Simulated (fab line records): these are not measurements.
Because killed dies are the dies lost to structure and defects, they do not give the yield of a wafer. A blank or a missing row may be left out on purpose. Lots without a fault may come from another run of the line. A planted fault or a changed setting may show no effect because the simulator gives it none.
Which tool is to blame? -- flow sky130 -- 21 wafers sampled from 7 lots at 1 step of a route of 708

WHAT THE GAUGES SHOWED, per wafer
SKY_VT_ADJUST_NCORE_TW_MEAS_11.
lot,measured,on,VT_ADJUST_NCORE_TW
L483,day 8 16:59,film-metro-04,219.3 219.0 219.1
L487,day 10 12:07,film-metro-04,220.8 220.9 221.6
L489,day 11 03:45,film-metro-01,218.9 220.0 219.9
L491,day 11 21:22,film-metro-01,221.3 220.2 220.0
L493,day 12 10:05,film-metro-04,217.9 219.0 218.3
L497,day 13 14:01,film-metro-03,218.4 219.9 218.7
L503,day 15 22:24,film-metro-03,216.3 217.3 215.6

WHAT TOOL EACH LOT RAN ON (gives the tool, then ch and the chambers of the sampled wafers, and finally the start)
No process step before these readings appears in the record.

THE ANSWER, worked out from the rows above alone
Rule: usual is defined by the lots themselves. Put in order of their means at a reading, lots are off if they are a third of the lots or fewer, leave a main group of 4 or more, and stand apart from it by a gap of 3 or more times the standard deviation of the main group's means; of several such gaps the widest counts. A main group whose means are all the same, to the digits that the tables above print for the reading, isn't used. Also off: a lot with no number at a reading for which 4 or more lots have one. All remaining lots with rows at the step are treated as sound.
No lot is off on any of the readings shown, so nothing can be concluded from this.

WHAT WAS PUT IN BY THE SIMULATOR
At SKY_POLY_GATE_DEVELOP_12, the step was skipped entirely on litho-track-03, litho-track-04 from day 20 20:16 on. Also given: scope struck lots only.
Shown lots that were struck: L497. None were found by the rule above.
